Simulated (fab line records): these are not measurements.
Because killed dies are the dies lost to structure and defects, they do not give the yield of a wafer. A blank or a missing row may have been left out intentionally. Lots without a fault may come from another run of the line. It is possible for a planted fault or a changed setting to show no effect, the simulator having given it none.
Chamber matching ; flow gf180mcu ; GF_V4_CMP_04 on cmp-02: 4 sister chambers
The step polishes SiO2. 4 wafers are shown with their chamber, then 7 later ones without.

== EACH WAFER AND ITS CHAMBER ==
wafer;chamber;motor_current_A (A)
L529.6;0;13.3
L548.1;1;13.2
L549.4;2;9.7
L549.5;3;10.7

== WAFERS WITHOUT THEIR CHAMBER ==
wafer;motor_current_A (A)
L549.6;13.0
L551.1;12.6
L551.3;10.9
L551.5;10.0
L550.1;10.4
L550.3;13.2
L550.6;13.2

== WHICH CHAMBER EACH ONE RAN IN ==
wafer;from the rows above;in truth
L549.6;can't be placed: 1 or 0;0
L551.1;can't be placed: 1 or 0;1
L551.3;3;3
L551.5;can't be placed: 2 or 3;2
L550.1;can't be placed: 3 or 2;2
L550.3;can't be placed: 1 or 0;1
L550.6;can't be placed: 1 or 0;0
Placed correctly: 1 of 7. Cannot be placed on the basis of these rows: 6; the candidates contain the true chamber in 6. Placed wrongly: 0.
How it was worked out, from the rows above alone: a wafer's distance from a chamber is the root of the sum, over the readings, of the square of ((its reading less the chamber's mean) divided by the reading's scatter). If the next closest chamber is less than 2 further off than the closest, the wafer can't be placed; otherwise it belongs to the closest. For every chamber, the mean is computed from those of its wafers that are shown. The scatter: root of mean squared gap, hidden wafer to nearest shown wafer, with one shown wafer a chamber.
